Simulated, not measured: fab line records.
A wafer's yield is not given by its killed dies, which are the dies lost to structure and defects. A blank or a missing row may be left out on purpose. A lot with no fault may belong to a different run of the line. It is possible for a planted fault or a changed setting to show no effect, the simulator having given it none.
Commonality check across tools -- flow gf180mcu -- 42 wafers sampled across 14 lots

WHY THIS WAS OPENED
GF_MVPSD_TW_MEAS_11, reading MVPSD_TW: flagged on 2 of 14 lots. Fault-free wafers read 551, with a standard deviation of 8.4.
Rule: a lot is flagged when every wafer of it that has a number lies more than 4 standard deviations from that mean, or none has a number. The rest of the lots are taken to be sound.

lot,measured,on,"MVPSD_TW, wafer by wafer",flag
L363,day 5 00:52,film_metro-01,552 550 551,
L365,day 5 13:17,film_metro-02,537 539 541,
L366,day 5 19:27,film_metro-01,553 552 550,
L367,day 5 23:54,film_metro-02,540 542 541,
L368,day 6 06:33,film_metro-02,539 535 540,
L374,day 7 19:18,film_metro-03,1621 1613 1630,FLAGGED
L375,day 7 23:46,film_metro-03,1618 1622 1622,FLAGGED
L379,day 9 00:56,film_metro-03,559 557 555,
L381,day 9 10:51,film_metro-02,541 542 537,
L382,day 9 19:46,film_metro-03,556 553 556,
L383,day 9 23:52,film_metro-01,550 547 549,
L384,day 10 07:56,film_metro-01,553 551 553,
L385,day 10 16:03,film_metro-01,549 553 556,
L386,day 10 18:32,film_metro-03,561 560 556,
Averaged over the flagged lots the numbers come to 1621, +1070 from the usual (+99 or more standard deviations).

LOT BY LOT: THE TOOL USED
The record keeps 1 process step preceding the reading, out of 602 steps on the route. Read each cell as the tool, then ch plus the chambers that the sampled wafers visited, then the start.
lot,flag,GF_MVSD_COAT_02
L363,,"litho_track-03 ch 0, day 4 03:35"
L365,,"litho_track-02 ch 0, day 4 14:56"
L366,,"litho_track-03 ch 0, day 4 21:43"
L367,,"litho_track-03 ch 0, day 5 01:55"
L368,,"litho_track-01 ch 0, day 5 08:01"
L374,FLAGGED,"litho_track-01, day 6 18:31"
L375,FLAGGED,"litho_track-02, day 6 23:23"
L379,,"litho_track-01 ch 0, day 7 23:17"
L381,,"litho_track-02 ch 0, day 8 08:55"
L382,,"litho_track-02 ch 0, day 8 17:04"
L383,,"litho_track-03 ch 0, day 8 20:32"
L384,,"litho_track-02 ch 0, day 9 05:23"
L385,,"litho_track-03 ch 0, day 9 12:07"
L386,,"litho_track-01 ch 0, day 9 14:40"
What these steps do:
- GF_MVSD_COAT_02: resist thk 3000 nm.
- GF_MVPSD_TW_MEAS_11

FLAGGED AGAINST TOTAL, ONE TOOL AT A TIME (gauges that did the reading follow at the end)
step,tool,lots run,flagged,share of the flagged lots,sound lots run after its first flagged lot
GF_MVSD_COAT_02,litho_track-01,4,1,some,"2 (L379,L386)"
GF_MVSD_COAT_02,litho_track-02,5,1,some,"3 (L381,L382,L384)"
GF_MVSD_COAT_02,litho_track-03,5,0,none,-
GF_MVPSD_TW_MEAS_11,film_metro-01,5,0,none,-
GF_MVPSD_TW_MEAS_11,film_metro-02,4,0,none,-
GF_MVPSD_TW_MEAS_11,film_metro-03,5,2,all,"3 (L379,L382,L386)"

WHAT THE TABLE ALLOWS
Rows of the table that ran each flagged lot: 1, that is film_metro-03 at GF_MVPSD_TW_MEAS_11.
- film_metro-03 at GF_MVPSD_TW_MEAS_11 ran 5 lots, 2 of them flagged. Sound lots ran on it after the first flagged one (L379, L382, L386), which a lasting fault on the whole tool wouldn't allow.
No row of the table ran every flagged lot and no sound lot after the first.

WHAT THE SIMULATOR PUT IN
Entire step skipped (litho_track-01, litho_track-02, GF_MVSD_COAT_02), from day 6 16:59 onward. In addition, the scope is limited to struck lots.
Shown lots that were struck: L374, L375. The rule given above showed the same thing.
